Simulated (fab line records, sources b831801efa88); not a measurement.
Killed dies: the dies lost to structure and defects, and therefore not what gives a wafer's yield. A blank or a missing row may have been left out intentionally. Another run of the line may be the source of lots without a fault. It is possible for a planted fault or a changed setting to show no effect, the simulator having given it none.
Struck lot and sound lot, side by side || flow sky130 || 15 out of 708 route steps
Sound: these wafers, L820.1, L820.2, L820.4. The struck wafers were L831.2, L831.3, L831.4. The cause is given at the end.
Order at every step that has rows: each side's tool, ch and its chambers, its first start. Under that, the readings that differ: sound wafers || struck wafers || difference of the means || sigmas: that difference in standard deviations of wafers without a fault.
alike: readings with means less than 2 such deviations apart, plus words and numbers identical on both sides. not compared: withheld readings, readings lacking a value on some wafer, bounds such as >300 that could conceal the same value, and numbers that have no deviation in the record and whose values overlap.
A row with sigmas, a row that says differs or no value, or rows on one side alone: a step with any of these is where the two part. Non-overlapping numbers with no deviation appear without sigmas and do not part them. A reading missing from all wafers of one side parts the sides only when that side holds two or more wafers.

SKY_VIA1_SPUTTER_20: material TiN, target thk 20 nm, time 80 s.
  sound: pvdSputter-04 at day 35 07:34; struck: pvdSputter-04 at day 38 14:46
  alike: throttleValvePct
then, 1 step without rows for these wafers: SKY_VIA1_CVD_21 (deposits W, target thk 270 nm, time 80.902 s).
SKY_VIA1_RS_MEAS_22: measures by four-point-probe.
  sound: filmMetro-01 at day 35 07:43; struck: filmMetro-03 at day 38 14:56
  alike: VIA1_W_RS
SKY_VIA1_THK_MEAS_23: measures by xrf.
  sound: filmMetro-01 at day 35 07:50; struck: filmMetro-03 at day 38 15:03
  alike: VIA1_W_THK
then, 1 step without rows for these wafers: SKY_VIA1_CMP_24 (polishes, stops on SiO2, t overpolish 15 s, target thk 0 nm).
SKY_METAL2_SPUTTER_00: material Ti, target thk 15 nm, time 10 s.
  sound: pvdSputter-04 at day 35 08:12; struck: pvdSputter-03 at day 38 15:24
  alike: throttleValvePct
SKY_METAL2_SPUTTER_01: material TiN, target thk 20 nm, time 16.7 s.
  sound: pvdSputter-04 at day 35 08:13; struck: pvdSputter-03 at day 38 15:25
  alike: throttleValvePct
SKY_METAL2_SPUTTER_02: material AlCu, target thk 250 nm, time 13.3 s.
  sound: pvdSputter-04 at day 35 08:15; struck: pvdSputter-03 at day 38 15:27
  alike: throttleValvePct
SKY_METAL2_SPUTTER_03: material Ti, target thk 5 nm, time 3.3 s.
  sound: pvdSputter-04 at day 35 08:16; struck: pvdSputter-03 at day 38 15:28
  alike: throttleValvePct
then, 1 step without rows for these wafers: SKY_METAL2_SPUTTER_04 (material TiN, target thk 70 nm, time 58.3 s).
SKY_METAL2_RS_MEAS_05: measures by four-point-probe.
  sound: filmMetro-01 at day 35 08:20; struck: filmMetro-01 at day 38 15:34
{"reading": "METAL2_ALCU_RS (ohm/sq)", "sound": "0.1235 0.1245 0.1222", "struck": "0.1280 0.1296 0.1262", "difference": "+0.0045", "sigmas": "+3"}
SKY_METAL2_THK_MEAS_06: measures by xrf.
  sound: filmMetro-01 at day 35 08:28; struck: filmMetro-01 at day 38 15:40
{"reading": "METAL2_ALCU_THK (nm)", "sound": "256 253 258", "struck": "245 244 246", "difference": -11, "sigmas": -3}
SKY_METAL2_DEHYDRATE_07: time 60 s.
  sound on lithoTrack-01 ch 0, day 35 20:14; struck on lithoTrack-02 ch 0, day 39 03:22
{"reading": "heaterPowerTotalW (W)", "sound": "160.45 160.19 160.35", "struck": "165.94 165.95 165.83", "difference": "+5.58", "sigmas": "+46"}
{"reading": "plateTempC (C)", "sound": "200.07 199.96 199.77", "struck": "- - -", "difference": "no value on the struck wafers", "sigmas": ""}
{"reading": "runLengthS (s)", "sound": "88.78 88.99 89.06", "struck": "83.28 83.30 83.31", "difference": -5.65, "sigmas": -30}
then, 1 step without rows for these wafers: SKY_METAL2_HMDS_08 (prime time 60 s).
-- the record jumps here: 10 days lie between the struck wafers' starts before and after (it left off in module METAL2 and takes up again in module PAD_OPEN, whose first step shown is number 708 of the route) --
SKY_PAD_OPEN_PROBE_99:
  sound: prober-01 at day 46 17:43; struck: prober-02 at day 49 04:37
{"reading": "sort_bin_8_speed (%)", "sound": "0 0.41 0", "struck": "0 0 0", "difference": "+0", "sigmas": -3}
  alike: defectLimitedYield, killed_at_M0_to_M3, killed_at_M4_up, killedAtContacts, killedAtFrontEnd, killedAtOther, killedDies, killedOpen, killedShort, sort_bin_3_pad_short, sort_bin_5_function, sort_bin_6_memory, sortNPass, sortYieldPct

## WHERE THEY PART
Earliest at SKY_METAL2_RS_MEAS_05; latest, in this record, at SKY_PAD_OPEN_PROBE_99.

WHY: the cause the simulator had injected
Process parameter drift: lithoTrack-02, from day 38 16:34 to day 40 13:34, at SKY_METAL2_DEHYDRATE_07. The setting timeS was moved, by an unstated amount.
